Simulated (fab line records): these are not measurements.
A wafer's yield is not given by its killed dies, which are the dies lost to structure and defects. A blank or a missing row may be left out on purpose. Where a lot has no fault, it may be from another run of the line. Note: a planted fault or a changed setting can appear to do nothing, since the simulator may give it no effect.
The tool behind it: which one?	flow sky130	Sampling: 24 lots, 72 wafers, 6 of 708 route steps

## WHAT EACH GAUGE READ, for each wafer
SKY_LDD_P_OVL_MEAS_08. Usual: LDD_P_OVL gives -0.1 nm (standard deviation 1.3).
lot	measured	on	LDD_P_OVL (nm)	flag
L074	day 18 21:15	overlay-02	-1.2 -0.3 -0.2	
L075	day 19 10:01	overlay-02	-1.5 -3.3 -1.4	
L076	day 19 12:48	overlay-02	0.1 1.2 0.7	
L077	day 19 22:47	overlay-01	-3.6 -1.2 -0.9	
L078	day 20 05:02	overlay-01	-0.9 -1.0 -0.7	
L079	day 21 09:32	overlay-02	1.2 0.6 1.2	
L080	day 21 09:50	overlay-01	0.3 -1.3 -0.5	
L081	day 21 21:34	overlay-01	-1.0 0.2 -1.1	
L082	day 22 16:41	overlay-01	1.9 -0.3 1.0	
L085	day 23 07:43	overlay-01	1.2 2.9 1.7	
L084	day 23 09:49	overlay-01	-1.4 -1.8 0.1	
L083	day 23 11:03	overlay-01	1.2 1.1 0.6	
L086	day 23 18:11	overlay-01	-0.2 -0.2 0.0	
L087	day 24 07:26	overlay-01	-0.7 -2.8 -1.8	
L088	day 25 04:17	overlay-01	0.4 0.4 0.5	
L089	day 25 06:14	overlay-01	-0.8 -1.2 0.4	
L090	day 25 07:51	overlay-01	-1.2 -1.4 -0.4	
L091	day 25 08:58	overlay-02	0.2 -0.4 -0.7	
L092	day 25 16:52	overlay-02	-1.4 -0.2 -1.6	
L093	day 25 22:12	overlay-02	1.5 0.7 0.9	
L094	day 26 01:57	overlay-02	0.1 0.3 0.4	
L095	day 26 05:02	overlay-01	1.5 0.8 1.7	
L096	day 26 23:03	overlay-02	-0.1 -0.2 -0.2	
L097	day 27 06:11	overlay-01	1.3 0.9 1.3	

SKY_LOCAL_INTERCONNECT_THK_MEAS_02: measures by xrf. Usual: LOCAL_INTERCONNECT_TIN_THK gives 98.5 nm (standard deviation 0.96).
lot	measured	on	LOCAL_INTERCONNECT_TIN_THK (nm)	flag
L074	day 29 05:04	filmMetro-01	96.6 97.2 97.4	
L075	day 29 10:17	filmMetro-04	97.4 97.4 97.3	
L076	day 29 13:07	filmMetro-02	98.4 98.8 99.0	
L077	day 29 23:38	filmMetro-02	99.5 99.7 99.5	
L078	day 30 06:16	filmMetro-02	98.2 96.9 98.0	
L079	day 31 06:43	filmMetro-04	99.2 99.6 99.0	
L080	day 31 08:34	filmMetro-01	98.6 98.8 98.6	
L081	day 31 18:25	filmMetro-04	98.4 97.3 98.2	
L082	day 32 13:28	filmMetro-01	98.7 99.9 99.4	
L085	day 32 23:40	filmMetro-04	100.3 100.9 99.9	
L084	day 33 02:34	filmMetro-04	99.7 100.0 99.8	
L083	day 33 02:56	filmMetro-04	99.1 98.4 99.3	
L086	day 33 08:14	filmMetro-04	98.7 99.6 98.8	
L087	day 33 22:28	filmMetro-04	99.1 99.4 98.3	
L088	day 34 19:46	filmMetro-04	98.3 97.9 97.6	
L089	day 34 20:08	filmMetro-04	97.4 98.2 96.9	
L090	day 34 21:23	filmMetro-02	99.9 99.4 99.6	
L091	day 34 23:13	filmMetro-02	97.3 97.3 98.3	
L092	day 35 02:57	filmMetro-01	98.5 99.0 99.4	
L093	day 35 07:23	filmMetro-04	98.2 97.9 98.0	
L094	day 35 13:32	filmMetro-04	97.7 96.3 97.4	
L095	day 35 14:43	filmMetro-02	99.3 97.4 97.7	
L096	day 36 07:56	filmMetro-02	97.7 98.4 99.3	
L097	day 36 14:50	filmMetro-01	97.9 98.6 97.9	

SKY_VIA2_OVL_MEAS_13. Usual: VIA2_OVL gives -5 nm (standard deviation 6.6).
lot	measured	on	VIA2_OVL (nm)	flag
L074	day 36 05:55	overlay-01	-5 -2 6	
L075	day 36 10:35	overlay-01	-12 -14 -9	
L076	day 36 13:52	overlay-01	-19 -16 -21	
L077	day 37 00:37	overlay-02	-8 -10 -10	
L078	day 37 06:46	overlay-01	-7 -12 -6	
L079	day 38 05:42	overlay-01	-2 -9 -5	
L080	day 38 06:40	overlay-02	5 3 -4	
L081	day 38 14:25	overlay-01	-3 -10 -8	
L082	day 39 10:58	overlay-02	-4 -2 -5	
L085	day 39 17:37	overlay-02	-9 -3 -7	
L084	day 39 19:37	overlay-02	-11 -9 -12	
L083	day 39 22:58	overlay-02	-8 -10 -11	
L086	day 40 01:40	overlay-02	-10 -10 -8	
L087	day 40 16:35	overlay-02	-2 -2 -3	
L088	day 41 11:37	overlay-02	-1 -4 -4	
L089	day 41 12:04	overlay-01	0 -2 3	
L090	day 41 15:42	overlay-01	2 7 5	
L091	day 41 17:46	overlay-02	-10 -5 -4	
L092	day 41 18:07	overlay-01	-6 -4 -3	
L093	day 41 21:07	overlay-02	6 10 8	
L094	day 42 03:09	overlay-01	7 4 -2	
L095	day 42 03:35	overlay-01	1 -3 -4	
L096	day 42 19:48	overlay-01	-9 -7 -8	
L097	day 43 02:37	overlay-01	1 -7 -8	

SKY_VIA2_THK_MEAS_23: measures by xrf. Usual: VIA2_W_THK gives 426 nm (standard deviation 5.5).
lot	measured	on	VIA2_W_THK (nm)	flag
L074	day 36 06:57	filmMetro-04	419 425 420	
L075	day 36 11:40	filmMetro-03	432 430 430	
L076	day 36 14:56	filmMetro-04	424 431 431	
L077	day 37 01:40	filmMetro-04	423 416 420	
L078	day 37 07:49	filmMetro-03	419 413 421	
L079	day 38 06:45	filmMetro-02	430 427 427	
L080	day 38 07:53	filmMetro-02	433 434 433	
L081	day 38 15:30	filmMetro-02	435 430 431	
L082	day 39 12:05	filmMetro-04	419 420 429	
L085	day 39 18:39	filmMetro-03	431 430 425	
L084	day 39 20:40	filmMetro-04	429 422 429	
L083	day 40 00:01	filmMetro-03	419 423 418	
L086	day 40 02:43	filmMetro-02	431 428 427	
L087	day 40 17:38	filmMetro-04	421 419 422	
L088	day 41 12:40	filmMetro-02	433 425 426	
L089	day 41 13:07	filmMetro-02	424 423 423	
L090	day 41 16:46	filmMetro-03	427 424 429	
L091	day 41 18:50	filmMetro-02	432 430 435	
L092	day 41 19:16	filmMetro-03	427 431 425	
L093	day 41 22:11	filmMetro-04	418 429 424	
L094	day 42 04:21	filmMetro-04	432 422 430	
L095	day 42 04:47	filmMetro-03	427 433 436	
L096	day 42 20:51	filmMetro-04	414 413 418	
L097	day 43 03:40	filmMetro-03	431 437 426	

SKY_PAD_OPEN_BOW_MEAS_13. Usual: PAD_OPEN_BOW gives 48 um (standard deviation 8.2).
lot	measured	on	PAD_OPEN_BOW (um)	flag
L074	day 45 18:16	filmMetro-02	59 29 51	
L075	day 45 19:36	filmMetro-02	39 48 52	
L076	day 45 22:17	filmMetro-01	58 47 60	
L077	day 46 05:47	filmMetro-02	46 58 52	
L078	day 46 15:49	filmMetro-01	40 38 41	
L079	day 47 02:56	filmMetro-01	44 42 44	
L080	day 47 06:11	filmMetro-01	56 50 51	
L081	day 47 12:56	filmMetro-01	43 62 59	
L082	day 48 06:52	filmMetro-02	49 45 54	
L085	day 48 09:19	filmMetro-01	49 48 50	
L084	day 48 12:57	filmMetro-01	49 35 55	
L083	day 48 15:19	filmMetro-02	53 44 36	
L086	day 48 17:19	filmMetro-01	39 42 37	
L087	day 49 04:58	filmMetro-02	48 46 44	
L088	day 49 16:36	filmMetro-02	44 44 47	
L089	day 49 17:50	filmMetro-04	51 47 34	
L090	day 49 21:45	filmMetro-04	64 57 32	
L091	day 49 23:56	filmMetro-04	59 50 57	
L092	day 50 00:53	filmMetro-01	49 57 58	
L093	day 50 01:46	filmMetro-02	36 39 37	
L094	day 50 07:36	filmMetro-02	45 49 43	
L095	day 50 08:52	filmMetro-04	54 49 45	
L096	day 50 17:50	filmMetro-01	38 45 46	
L097	day 51 00:07	filmMetro-02	65 54 54	

## WHAT TOOL EACH LOT RAN ON (gives the tool, then ch and the chambers of the sampled wafers, and finally the start)
lot	SKY_METAL4_ETCH_17
L074	rieDiel-02 ch 1,2,3, day 41 19:08
L075	rieDiel-03 ch 2,3, day 41 21:05
L076	rieDiel-02 ch 1,3, day 41 23:20
L077	rieDiel-04 ch 0,3, day 42 08:17
L078	rieDiel-04 ch 0,1, day 42 18:43
L079	rieDiel-04 ch 0,1,2, day 43 09:43
L080	rieDiel-02 ch 0,2,3, day 43 12:17
L081	rieDiel-04 ch 0,2,3, day 43 20:07
L082	rieDiel-04 ch 0,1,2, day 44 14:49
L085	rieDiel-03 ch 0,1,2, day 44 20:04
L084	rieDiel-04 ch 1,3, day 44 22:52
L083	rieDiel-04 ch 2,3, day 45 01:20
L086	rieDiel-03 ch 0,1,2, day 45 03:59
L087	rieDiel-04 ch 0,2,3, day 45 16:25
L088	rieDiel-02 ch 0,2,3, day 46 07:34
L089	rieDiel-04 ch 0,2,3, day 46 08:10
L090	rieDiel-04 ch 1,2,3, day 46 13:12
L091	rieDiel-03 ch 0,2,3, day 46 14:37
L092	rieDiel-03 ch 1,2, day 46 15:18
L093	rieDiel-02 ch 1,2, day 46 16:13
L094	rieDiel-04 ch 1,2,3, day 46 23:13
L095	rieDiel-03 ch 2,3, day 47 00:07
L096	rieDiel-03 ch 0,1,2, day 47 13:07
L097	rieDiel-02 ch 0,1, day 47 19:54
- SKY_METAL4_ETCH_17: etches SiO2 in C4F8/O2/Ar, stops on TiN, time 3.9 s, target depth 15 nm.

## WHAT THE TOOLS THEMSELVES READ (means of the sampled wafers that have a number; where no wafer has one, the mark that the record gives instead)
SKY_METAL4_ETCH_17. Usual: oesProductAu reads 0.758 a.u. (standard deviation 0.0065).
lot	tool	oesProductAu (a.u.)	flag
L074	rieDiel-02	0.750	
L075	rieDiel-03	0.756	
L076	rieDiel-02	0.766	
L077	rieDiel-04	0.763	
L078	rieDiel-04	0.757	
L079	rieDiel-04	0.753	
L080	rieDiel-02	0.759	
L081	rieDiel-04	0.760	
L082	rieDiel-04	0.762	
L085	rieDiel-03	0.757	
L084	rieDiel-04	0.764	
L083	rieDiel-04	0.758	
L086	rieDiel-03	0.758	
L087	rieDiel-04	0.761	
L088	rieDiel-02	0.761	
L089	rieDiel-04	0.755	
L090	rieDiel-04	0.758	
L091	rieDiel-03	0.757	
L092	rieDiel-03	0.749	
L093	rieDiel-02	0.764	
L094	rieDiel-04	0.750	
L095	rieDiel-03	0.758	
L096	rieDiel-03	0.757	
L097	rieDiel-02	0.762	

## THE ANSWER, worked out from the rows above alone
Rule: lot off if the mean of its wafers having a number is beyond 3 standard deviations from the usual mean. Also off: a lot with no number at a reading for which 4 or more lots have one. All remaining lots with rows at the step are treated as sound. The gauges are gone through in route order, then the tools' own readings, and for those a lot's mean is taken as printed above. At the first step where some lot is off, the reading lying furthest off is the one used; lots without a number count as furthest.
No lot is off on any of the readings shown, so nothing can be concluded from this.

## WHAT THE SIMULATOR HAD INSERTED
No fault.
